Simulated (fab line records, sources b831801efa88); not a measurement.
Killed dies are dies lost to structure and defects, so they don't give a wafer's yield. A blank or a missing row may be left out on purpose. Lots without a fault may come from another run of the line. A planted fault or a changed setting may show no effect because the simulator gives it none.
Which tool did it? | flow sky130 | 7 lots, 21 wafers sampled, at 3 steps of a route of 708

WHAT THE GAUGES READ, wafer by wafer
SKY_METAL1_OVL_MEAS_16.
lot  | measured     | on         | METAL1_OVL (nm)
L974 | day 33 02:52 | overlay-02 | 9 9 10
L976 | day 33 17:32 | overlay-01 | 7 -1 0
L979 | day 35 05:40 | overlay-02 | 3 1 0
L980 | day 35 10:31 | overlay-01 | -6 4 3
L988 | day 38 01:28 | overlay-02 | -3 -12 -15
L993 | day 39 01:20 | overlay-01 | -3 0 6
L995 | day 39 20:55 | overlay-01 | 4 -1 0

WHICH TOOL RAN EACH LOT (tool, then ch and the chambers of the sampled wafers, then the start)
lot  | SKY_LOCAL_INTERCONNECT_METAL_ETCH_14 | SKY_CONTACT_STRIP_19
L974 | rie_metal-04 ch 0, day 30 16:15      | plasma_asher-04 ch 0,1, day 31 22:12
L976 | rie_metal-03 ch 1, day 31 07:56      | plasma_asher-03 ch 0,1, day 32 12:28
L979 | rie_metal-03 ch 0,1, day 32 20:44    | plasma_asher-03 ch 0,1, day 34 00:56
L980 | rie_metal-03 ch 0,1, day 33 00:55    | plasma_asher-03 ch 0,1, day 34 05:41
L988 | rie_metal-03 ch 0, day 35 16:40      | plasma_asher-02 ch 0, day 36 22:00
L993 | rie_metal-01 ch 0, day 36 18:07      | plasma_asher-04 ch 0,1, day 37 21:17
L995 | rie_metal-01 ch 0,1, day 37 14:55    | plasma_asher-04 ch 1, day 38 18:29
- SKY_LOCAL_INTERCONNECT_METAL_ETCH_14: etches TiN in Cl2/BCl3, stops on PSG, target depth 110 nm, time 31.4 s.
- SKY_CONTACT_STRIP_19: strips in O2/N2.

THE ANSWER, worked out from the rows above alone
Rule: what is usual is taken from the lots themselves. Put in order of their means at a reading, lots are off if they are a third of the lots or fewer, leave a main group of 4 or more, and stand apart from it by a gap of 3 or more times the standard deviation of the main group's means; of several such gaps the widest counts. A main group whose means are all the same, to the digits that the tables above print for the reading, isn't used. A lot without any number at a reading at which 4 lots or more have one is off too. The other lots that the step has rows for count as sound.
Off: L988, at SKY_METAL1_OVL_MEAS_16 (METAL1_OVL). The main group: mean 2 nm, standard deviation 3.1.
A tool fits if, at a process step before that reading, it ran every lot that is off, and no sound lot after the first of them. The gauges at SKY_METAL1_OVL_MEAS_16 are tried like those tools. Can't be told from this: 3 tools fit, rie_metal-03 at SKY_LOCAL_INTERCONNECT_METAL_ETCH_14, plasma_asher-02 at SKY_CONTACT_STRIP_19, overlay-02 at SKY_METAL1_OVL_MEAS_16.

WHAT THE SIMULATOR HAD PUT IN
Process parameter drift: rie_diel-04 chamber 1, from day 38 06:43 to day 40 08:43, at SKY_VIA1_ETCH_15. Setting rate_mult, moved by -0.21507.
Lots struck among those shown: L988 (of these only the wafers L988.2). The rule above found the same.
